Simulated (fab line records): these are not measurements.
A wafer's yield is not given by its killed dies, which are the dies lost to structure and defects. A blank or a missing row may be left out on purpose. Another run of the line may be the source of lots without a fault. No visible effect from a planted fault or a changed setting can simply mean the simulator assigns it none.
Comparing a struck lot with a sound one + flow gf180mcu + 14 out of 602 route steps
Sound: the wafers L301.2, L301.4, L301.6. Wafers L304.2, L304.3, L304.5 were the ones struck. Last of all comes the cause.
For every step that has rows: the tool of each side, followed by ch and its chambers, followed by its first start. Under that, the readings that differ: sound wafers + struck wafers + difference of the means + sigmas: that difference in standard deviations of wafers without a fault.
alike: readings whose means differ by less than 2 such deviations, and words and numbers that are the same on both sides. not compared: withheld readings, readings that some wafer has no value for, bounds like >300 that may hide the same value, and numbers for which the record gives no deviation and whose values overlap.
The two part at a step that has a row with sigmas, a row that says differs or no value, or rows on one side only. Numbers that have no deviation but don't overlap get no sigmas and don't part them. Lack of a reading on every wafer of one side parts them only where that side has two or more wafers.

GF_PSD_STRIP_10: strips in O2/N2.
  sound on plasma asher-01 ch 0,1, day 15 10:52; struck on plasma asher-01 ch 0,1, day 17 00:46
  alike: drypump motor current A, heater power w, oes product au, strip time to endpoint s
  not compared: rf hours counter h
GF_PSD_TW_MEAS_11:
  sound on film metro-02, day 15 10:59; struck on film metro-03, day 17 00:53
  alike: PSD_TW
then, 1 step without rows for these wafers: GF_PSD_CLEAN_12 (cleans in SC1/SC2, time 150 s).
GF_PSD_RTA_13: time 20 s.
  sound on rtp anneal-01 ch 0, day 15 11:05; struck on rtp anneal-02 ch 0, day 17 00:59
  alike: lamp power pct, wafer_temp_C_max
GF_PSD_RS_MEAS_14: measurement is done with a four-point probe.
  sound on film metro-03, day 15 11:11; struck on film metro-01, day 17 01:05
| reading         | sound             | struck            | difference | sigmas |
|-----------------|-------------------|-------------------|------------|--------|
| NSD_RS (ohm/sq) | 46.29 46.33 46.39 | 46.14 46.15 46.21 | -0.17      | -2     |
GF_PSD_RS_MEAS_15: measurement is done with a four-point probe.
  sound on film metro-03, day 15 11:18; struck on film metro-01, day 17 01:12
  alike: PSD_RS
GF_SAB_CVD_00: deposits SiO2 from TEOS, target thk 50 nm, time 4.9302 s.
  sound on pecvd-04 ch 0,1, day 15 11:24; struck on pecvd-02 ch 1,2, day 17 01:18
  alike: heater power w
GF_SAB_THK_MEAS_01:
  sound on film metro-04, day 15 11:26; struck on film metro-04, day 17 01:20
  alike: SAB_CVD_00_THK
then, 4 steps without rows for these wafers: GF_SAB_DEHYDRATE_02 (time 60 s); GF_SAB_HMDS_03 (prime time 60 s); GF_SAB_COAT_04 (resist thk 1000 nm); GF_SAB_SOFTBAKE_05 (time 60 s).
GF_SAB_EXPOSE_06: exposes mask SAB, target cd 420 nm.
  sound on iline stepper-01 ch 0, day 15 22:16; struck on iline stepper-02, day 17 12:17
  no value came back on the struck wafers for exposure dose mJ cm2, focus offset nm (nm); on the sound wafers exposure dose mJ cm2 reads 140.30 140.05 140.21
  alike: mask
following that, these wafers have no rows for 1 step: GF_SAB_PEB_07.

## WHERE THEY PART
Last at GF_SAB_EXPOSE_06 as far as this record goes, first at GF_PSD_RS_MEAS_14.

WHY: what the simulator had put in
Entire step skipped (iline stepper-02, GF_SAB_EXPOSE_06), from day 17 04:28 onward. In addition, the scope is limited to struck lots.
